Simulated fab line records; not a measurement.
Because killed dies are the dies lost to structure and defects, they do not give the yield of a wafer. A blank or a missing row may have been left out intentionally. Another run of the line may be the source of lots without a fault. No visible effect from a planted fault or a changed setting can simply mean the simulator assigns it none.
A lot that was struck, set against a sound lot :: flow gf180mcu :: 15 out of 602 route steps
Sound: the wafers L367.1, L367.3, L367.6. Struck: wafers L369.1, L369.2, L369.4. The cause comes at the end.
At each step with rows: each side's tool, then ch and its chambers, then its first start. Under that, the readings that differ: sound wafers :: struck wafers :: difference of the means :: sigmas: that difference in standard deviations of wafers without a fault.
alike: readings with means less than 2 such deviations apart, plus words and numbers identical on both sides. not compared: withheld readings, readings lacking a value on some wafer, bounds such as >300 that could conceal the same value, and numbers that have no deviation in the record and whose values overlap.
A row with sigmas, a row that says differs or no value, or rows on one side alone: a step with any of these is where the two part. Non-overlapping numbers with no deviation appear without sigmas and do not part them. Lack of a reading on every wafer of one side parts them only where that side has two or more wafers.

first, 6 steps without rows for these wafers: GF_DNWELL_COAT_02 (resist thk 3000 nm); GF_DNWELL_SOFTBAKE_03; GF_DNWELL_EXPOSE_04 (exposes mask DNWELL, target cd 1700 nm); GF_DNWELL_PEB_05; GF_DNWELL_DEVELOP_06 (develop time 60 s); GF_DNWELL_IMPLANT_07.
GF_DNWELL_STRIP_08: strips in O2/N2.
  sound on plasma asher-04 ch 0,1, day 3 15:37; struck on plasma asher-04 ch 0,1, day 4 01:46
  alike: chamber pressure mTorr, drypump motor current A, heater power w, oes product au, strip time to endpoint s
  not compared: rf hours counter h
GF_DNWELL_TW_MEAS_09:
  struck on film metro-04, day 4 01:52; sound on film metro-04, day 3 15:43
  alike: DNWELL_TW
then, 4 steps without rows for these wafers: GF_NWELL_DEHYDRATE_00 (time 60 s); GF_NWELL_HMDS_01 (prime time 60 s); GF_NWELL_COAT_02 (resist thk 3000 nm); GF_NWELL_SOFTBAKE_03.
GF_NWELL_EXPOSE_04: exposes mask Nwell, target cd 860 nm.
  sound on iline stepper-01 ch 0, day 3 22:22; struck on iline stepper-02 ch 0, day 4 08:53
reading: mask
sound: Nwell#0 Nwell#0 Nwell#0
struck: Nwell_R1#0 Nwell_R1#0 Nwell_R1#0
difference: differs
sigmas: 
then, 1 step without rows for these wafers: GF_NWELL_PEB_05.
-- the record jumps here: 27 days lie between the struck wafers' starts before and after (it left off in module NWELL and takes up again in module PASSIVATION, whose first step shown is number 602 of the route) --
GF_PASSIVATION_PROBE_99:
  struck on prober-02, day 30 21:25; sound on prober-02, day 30 09:29
reading: hold
sound: - - -
struck: await dispo/2.6h/scrap await dispo/2.6h/scrap await dispo/2.6h/scrap
difference: no value on the sound wafers
sigmas: 

reading: model.etest.pwell in dnwell.line ohm um
sound: 3797 3826 3898
struck: 4738 4703 4606
difference: +842
sigmas: 

reading: model.etest.ldpmos_10p0.r on ohm um
sound: 1.107e+04 1.137e+04 1.134e+04
struck: 1.147e+04 1.154e+04 1.142e+04
difference: +2.167e+02
sigmas: 

reading: model.etest.pwell in dnwell.width nm (nm)
sound: 604.3 603.9 604.3
struck: 509.5 509.1 509.9
difference: -94.7
sigmas: 

reading: model.etest.nwell.width nm (nm)
sound: 856.5 854.3 855.2
struck: 898.1 896.8 895.7
difference: +41.5
sigmas: 

## WHERE THEY PART
At GF_NWELL_EXPOSE_04 first; at GF_PASSIVATION_PROBE_99 last (within this record only).

WHY: what the simulator had put in
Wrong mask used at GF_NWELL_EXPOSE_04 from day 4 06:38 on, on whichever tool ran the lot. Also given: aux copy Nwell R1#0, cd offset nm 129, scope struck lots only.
